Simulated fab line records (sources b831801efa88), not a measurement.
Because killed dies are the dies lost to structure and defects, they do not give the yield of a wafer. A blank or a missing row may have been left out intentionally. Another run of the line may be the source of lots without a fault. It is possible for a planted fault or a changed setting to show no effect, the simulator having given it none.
Commonality check across tools :: flow gf180mcu :: 11 lots, 42 wafers sampled

REASON IT WAS OPENED
At GF_PSD_TW_MEAS_11 the reading PSD_TW is flagged on 3 of 11 lots. Fault-free wafers read 3163, with a standard deviation of 19.
Rule: a lot gets a flag if all its wafers with a number sit over 4 standard deviations from that mean, or if no wafer of it has a number. The other lots count as sound.

lot: L661
measured: day 14 18:48
on: film metro-02
PSD_TW, wafer by wafer: 3147 3162 3157
flag: 

lot: L662
measured: day 14 22:14
on: film metro-03
PSD_TW, wafer by wafer: 3187 3188 3188
flag: 

lot: L663
measured: day 15 11:39
on: film metro-03
PSD_TW, wafer by wafer: 3152 3168 3154
flag: 

lot: L664
measured: day 15 15:18
on: film metro-02
PSD_TW, wafer by wafer: 3150 3148 3144
flag: 

lot: L666
measured: day 16 04:47
on: film metro-03
PSD_TW, wafer by wafer: 3575 3554 3592 3577 3586 3573
flag: FLAGGED

lot: L667
measured: day 16 13:13
on: film metro-02
PSD_TW, wafer by wafer: 3135 3132 3134
flag: 

lot: L672
measured: day 18 12:35
on: film metro-02
PSD_TW, wafer by wafer: 3546 3538 3524 3531 3521 3528
flag: FLAGGED

lot: L676
measured: day 19 22:02
on: film metro-02
PSD_TW, wafer by wafer: 3541 3543 3567 3544 3548 3550
flag: FLAGGED

lot: L681
measured: day 21 11:15
on: film metro-02
PSD_TW, wafer by wafer: 3150 3160 3145
flag: 

lot: L682
measured: day 21 21:53
on: film metro-02
PSD_TW, wafer by wafer: 3160 3153 3157
flag: 

lot: L683
measured: day 22 11:21
on: film metro-02
PSD_TW, wafer by wafer: 3148 3152 3140
flag: 
The numbers of the flagged lots are 3552 on average: +389 against the usual, or +20 standard deviations.

EACH LOT AND THE TOOL IT RAN ON
Before the reading, the record contains 3 process steps out of a 602-step route. Read each cell as the tool, then ch plus the chambers that the sampled wafers visited, then the start.
lot: L661
flag: 
GF_POLY_GATE_ETCH_12: rie diel-03 ch 1,2,3, day 9 15:57
GF_PSD_IMPLANT_09: implanter-03 ch 0, day 14 18:34
GF_PSD_STRIP_10: plasma asher-03 ch 0, day 14 18:41

lot: L662
flag: 
GF_POLY_GATE_ETCH_12: rie diel-04 ch 0,1,2, day 9 20:36
GF_PSD_IMPLANT_09: implanter-02 ch 0, day 14 21:59
GF_PSD_STRIP_10: plasma asher-02 ch 0, day 14 22:07

lot: L663
flag: 
GF_POLY_GATE_ETCH_12: rie diel-01 ch 0,1,2, day 10 05:54
GF_PSD_IMPLANT_09: implanter-04 ch 0, day 15 11:24
GF_PSD_STRIP_10: plasma asher-04 ch 0,1, day 15 11:33

lot: L664
flag: 
GF_POLY_GATE_ETCH_12: rie diel-03 ch 0,1, day 10 09:25
GF_PSD_IMPLANT_09: implanter-02 ch 0, day 15 15:03
GF_PSD_STRIP_10: plasma asher-02 ch 0, day 15 15:12

lot: L666
flag: FLAGGED
GF_POLY_GATE_ETCH_12: rie diel-01 ch 0,1,2, day 10 19:02
GF_PSD_IMPLANT_09: implanter-02 ch 0, day 16 04:15
GF_PSD_STRIP_10: plasma asher-03 ch 0,1, day 16 04:42

lot: L667
flag: 
GF_POLY_GATE_ETCH_12: rie diel-01 ch 1,2,3, day 11 03:21
GF_PSD_IMPLANT_09: implanter-03 ch 0, day 16 12:58
GF_PSD_STRIP_10: plasma asher-02 ch 0,1, day 16 13:06

lot: L672
flag: FLAGGED
GF_POLY_GATE_ETCH_12: rie diel-04 ch 0,1,3, day 12 17:49
GF_PSD_IMPLANT_09: implanter-02 ch 0, day 18 12:04
GF_PSD_STRIP_10: plasma asher-03 ch 0,1, day 18 12:30

lot: L676
flag: FLAGGED
GF_POLY_GATE_ETCH_12: rie diel-04 ch 1,3, day 13 19:52
GF_PSD_IMPLANT_09: implanter-04 ch 0, day 19 21:29
GF_PSD_STRIP_10: plasma asher-02 ch 0,1, day 19 21:55

lot: L681
flag: 
GF_POLY_GATE_ETCH_12: rie diel-01 ch 0,1,2, day 15 08:28
GF_PSD_IMPLANT_09: implanter-02 ch 0, day 21 11:02
GF_PSD_STRIP_10: plasma asher-02 ch 0,1, day 21 11:10

lot: L682
flag: 
GF_POLY_GATE_ETCH_12: rie diel-04 ch 1,2,3, day 15 17:14
GF_PSD_IMPLANT_09: implanter-03 ch 0, day 21 21:38
GF_PSD_STRIP_10: plasma asher-04 ch 0,1, day 21 21:46

lot: L683
flag: 
GF_POLY_GATE_ETCH_12: rie diel-03 ch 0,2,3, day 16 07:53
GF_PSD_IMPLANT_09: implanter-02 ch 0, day 22 11:06
GF_PSD_STRIP_10: plasma asher-04 ch 0,1, day 22 11:15
What these steps do:
- GF_POLY_GATE_ETCH_12: etches BARC in N2/H2.
- GF_PSD_IMPLANT_09
- GF_PSD_STRIP_10: strips in O2/N2.
- GF_PSD_TW_MEAS_11

FLAGGED AGAINST TOTAL, ONE TOOL AT A TIME (gauges that did the reading follow at the end)
step: GF_POLY_GATE_ETCH_12
tool: rie diel-01
lots run: 4
flagged: 1
share of the flagged lots: some
sound lots run after its first flagged lot: 2 (L667,L681)

step: GF_POLY_GATE_ETCH_12
tool: rie diel-03
lots run: 3
flagged: 0
share of the flagged lots: none
sound lots run after its first flagged lot: -

step: GF_POLY_GATE_ETCH_12
tool: rie diel-04
lots run: 4
flagged: 2
share of the flagged lots: some
sound lots run after its first flagged lot: 1 (L682)

step: GF_PSD_IMPLANT_09
tool: implanter-02
lots run: 6
flagged: 2
share of the flagged lots: some
sound lots run after its first flagged lot: 2 (L681,L683)

step: GF_PSD_IMPLANT_09
tool: implanter-03
lots run: 3
flagged: 0
share of the flagged lots: none
sound lots run after its first flagged lot: -

step: GF_PSD_IMPLANT_09
tool: implanter-04
lots run: 2
flagged: 1
share of the flagged lots: some
sound lots run after its first flagged lot: 0

step: GF_PSD_STRIP_10
tool: plasma asher-02
lots run: 5
flagged: 1
share of the flagged lots: some
sound lots run after its first flagged lot: 1 (L681)

step: GF_PSD_STRIP_10
tool: plasma asher-03
lots run: 3
flagged: 2
share of the flagged lots: some
sound lots run after its first flagged lot: 0

step: GF_PSD_STRIP_10
tool: plasma asher-04
lots run: 3
flagged: 0
share of the flagged lots: none
sound lots run after its first flagged lot: -

step: GF_PSD_TW_MEAS_11
tool: film metro-02
lots run: 8
flagged: 2
share of the flagged lots: some
sound lots run after its first flagged lot: 3 (L681,L682,L683)

step: GF_PSD_TW_MEAS_11
tool: film metro-03
lots run: 3
flagged: 1
share of the flagged lots: some
sound lots run after its first flagged lot: 0

THE TABLE: WHAT IT ALLOWS
No row of the table ran every flagged lot.

WHAT HAD BEEN PUT IN BY THE SIMULATOR
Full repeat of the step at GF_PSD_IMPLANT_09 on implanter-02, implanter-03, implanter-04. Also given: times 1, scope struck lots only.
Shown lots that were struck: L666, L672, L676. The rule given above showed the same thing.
